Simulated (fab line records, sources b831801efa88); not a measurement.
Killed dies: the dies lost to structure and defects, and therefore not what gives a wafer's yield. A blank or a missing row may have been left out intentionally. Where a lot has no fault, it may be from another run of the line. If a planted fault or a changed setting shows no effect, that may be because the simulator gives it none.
Struck lot and sound lot, side by side :: flow sky130 :: 42 out of 708 route steps
Sound: these wafers, L697.1, L697.4, L697.6. Wafers struck: L709.1, L709.3, L709.5. Last of all comes the cause.
For every step that has rows: the tool of each side, followed by ch and its chambers, followed by its first start. Under that, the readings that differ: sound wafers :: struck wafers :: difference of the means :: sigmas: that difference in standard deviations of wafers without a fault.
alike: readings whose means differ by less than 2 such deviations, and words and numbers that are the same on both sides. not compared: withheld readings, readings that some wafer has no value for, bounds like >300 that may hide the same value, and numbers for which the record gives no deviation and whose values overlap.
Wherever a step has rows on one side only, a row that says differs or no value, or a row with sigmas, the two part there. Non-overlapping numbers with no deviation appear without sigmas and do not part them. A reading that every wafer of one side lacks parts them only if that side has two wafers or more.

first, 2 steps without rows for these wafers: SKY_NWELL_IMPLANT_12; SKY_NWELL_IMPLANT_13.
SKY_NWELL_STRIP_14: strips in O2/N2.
  sound on plasma_asher-02 ch 0,1, day 5 07:59; struck on plasma_asher-02 ch 0,1, day 8 22:02
  alike: drypump_motor_current_A, oes_product_au, strip_time_to_endpoint_s
  not compared: rf_hours_counter_h
SKY_NWELL_TW_MEAS_15:
  sound: film_metro-02 at day 5 08:05; struck: film_metro-04 at day 8 22:08
reading: NWELL_TW
sound: 1824 1826 1819
struck: 1853 1855 1853
difference: +31
sigmas: +2
then, 7 steps without rows for these wafers: SKY_NWELL_DEHYDRATE_16 (time 60 s); SKY_NWELL_HMDS_17 (prime time 60 s); SKY_NWELL_COAT_18 (resist thk 3000 nm); SKY_NWELL_SOFTBAKE_19; SKY_NWELL_EXPOSE_20 (exposes mask NWM COMPLEMENT, target cd 840 nm); SKY_NWELL_PEB_21; SKY_NWELL_DEVELOP_22 (develop time 60 s).
SKY_NWELL_OVL_MEAS_23:
  sound: overlay-02 at day 6 00:58; struck: overlay-01 at day 9 20:13
  alike: NWELL_01_OVL
SKY_NWELL_IMPLANT_24:
  sound on implanter-02 ch 0, day 6 01:00; struck on implanter-01 ch 0, day 9 20:15
  alike: end_station_pressure_torr, faraday_current_uA
SKY_NWELL_STRIP_25: strips in O2/N2.
  sound on plasma_asher-01 ch 0,1, day 6 01:09; struck on plasma_asher-02 ch 0,1, day 9 20:24
  alike: drypump_motor_current_A, oes_product_au, strip_time_to_endpoint_s
  not compared: rf_hours_counter_h
SKY_NWELL_TW_MEAS_26:
  sound: film_metro-03 at day 6 01:15; struck: film_metro-04 at day 9 20:30
  alike: NWELL_2_TW
then, 1 step without rows for these wafers: SKY_NWELL_CLEAN_27 (cleans in SC1/SC2, time 150 s).
SKY_NWELL_RTA_28: time 30 s.
  sound on rtp_anneal-02 ch 0, day 6 01:22; struck on rtp_anneal-01 ch 0, day 9 20:37
  alike: lamp_power_pct, ramp_up_c_per_s, wafer_temp_C_max
SKY_NWELL_RS_MEAS_29: uses a four-point probe to measure.
  sound: film_metro-02 at day 6 01:28; struck: film_metro-04 at day 9 20:43
  alike: NWELL_RS
SKY_NWELL_RS_MEAS_31: uses a four-point probe to measure.
  sound: film_metro-02 at day 6 01:42; struck: film_metro-04 at day 9 20:57
  alike: PWDE_RS
then, 7 steps without rows for these wafers: SKY_VT_ADJUST_HVTP_DEHYDRATE_00 (time 60 s); SKY_VT_ADJUST_HVTP_HMDS_01 (prime time 60 s); SKY_VT_ADJUST_HVTP_COAT_02 (resist thk 1140 nm); SKY_VT_ADJUST_HVTP_SOFTBAKE_03 (time 60 s); SKY_VT_ADJUST_HVTP_EXPOSE_04 (exposes mask HVTPM, target cd 380 nm); SKY_VT_ADJUST_HVTP_PEB_05; SKY_VT_ADJUST_HVTP_DEVELOP_06 (develop time 59.14 s).
SKY_VT_ADJUST_HVTP_CD_MEAS_07: target cd 380 nm.
  sound: cd_sem-01 at day 6 19:10; struck: cd_sem-01 at day 10 19:58
  alike: cd_nm
SKY_VT_ADJUST_HVTP_OVL_MEAS_08:
  sound: overlay-01 at day 6 19:17; struck: overlay-01 at day 10 20:05
  alike: VT_ADJUST_HVTP_OVL
after that, 1 step had no rows for these wafers: SKY_VT_ADJUST_HVTP_IMPLANT_09.
SKY_VT_ADJUST_HVTP_STRIP_10: strips in O2/N2.
  sound on plasma_asher-04 ch 0,1, day 6 19:28; struck on plasma_asher-03 ch 1, day 10 20:16
  alike: drypump_motor_current_A, oes_product_au, strip_time_to_endpoint_s
  not compared: rf_hours_counter_h
SKY_VT_ADJUST_HVTP_TW_MEAS_11:
  sound: film_metro-04 at day 6 19:34; struck: film_metro-01 at day 10 20:22
reading: VT_ADJUST_HVTP_TW
sound: 1370 1371 1373
struck: 1338 1331 1325
difference: -40
sigmas: -2
then, 7 steps without rows for these wafers: SKY_VT_ADJUST_LVTN_DEHYDRATE_00 (time 60 s); SKY_VT_ADJUST_LVTN_HMDS_01 (prime time 60 s); SKY_VT_ADJUST_LVTN_COAT_02 (resist thk 3000 nm); SKY_VT_ADJUST_LVTN_SOFTBAKE_03; SKY_VT_ADJUST_LVTN_EXPOSE_04 (exposes mask NWM COMPLEMENT LESS NATIVE, target cd 840 nm); SKY_VT_ADJUST_LVTN_PEB_05; SKY_VT_ADJUST_LVTN_DEVELOP_06 (develop time 60 s).
SKY_VT_ADJUST_LVTN_OVL_MEAS_07:
  sound: overlay-01 at day 7 14:36; struck: overlay-02 at day 11 20:04
  alike: VT_ADJUST_LVTN_OVL
after that, 1 step had no rows for these wafers: SKY_VT_ADJUST_LVTN_IMPLANT_08.
SKY_VT_ADJUST_LVTN_STRIP_09: strips in O2/N2.
  sound on plasma_asher-01 ch 0,1, day 7 14:47; struck on plasma_asher-03 ch 0,1, day 11 20:15
  alike: drypump_motor_current_A, oes_product_au, strip_time_to_endpoint_s
  not compared: rf_hours_counter_h
-- here the record skips 38 days between the struck wafers' starts before and after, leaving off in module VT_ADJUST_LVTN and picking up in module PAD_OPEN (first step shown: number 708 of the route) --
SKY_PAD_OPEN_PROBE_99:
  sound: prober-01 at day 47 02:41; struck: prober-02 at day 50 05:56
reading: model.etest.res_pwell_under_gate.rs_ohm_sq_range
sound: 70.54 39.08 51.19
struck: 439.1 426.4 468.6
difference: +391.1
sigmas: 

reading: model.etest.tip_n_5v.rs_ohm_sq_range
sound: 23.08 38.77 24.88
struck: 47.39 46.34 64.96
difference: +23.99
sigmas: 
  alike: killed_at_M0_to_M3, killed_at_M4_up, killed_at_contacts, killed_at_front_end, killed_at_other, killed_dies, killed_open, killed_short

## WHERE THEY PART
First at SKY_NWELL_TW_MEAS_15; last, within this record, at SKY_VT_ADJUST_HVTP_TW_MEAS_11. Later steps at which nothing parts them and some readings are alike: SKY_VT_ADJUST_LVTN_OVL_MEAS_07, SKY_VT_ADJUST_LVTN_STRIP_09, SKY_PAD_OPEN_PROBE_99.

WHY: the cause the simulator had injected
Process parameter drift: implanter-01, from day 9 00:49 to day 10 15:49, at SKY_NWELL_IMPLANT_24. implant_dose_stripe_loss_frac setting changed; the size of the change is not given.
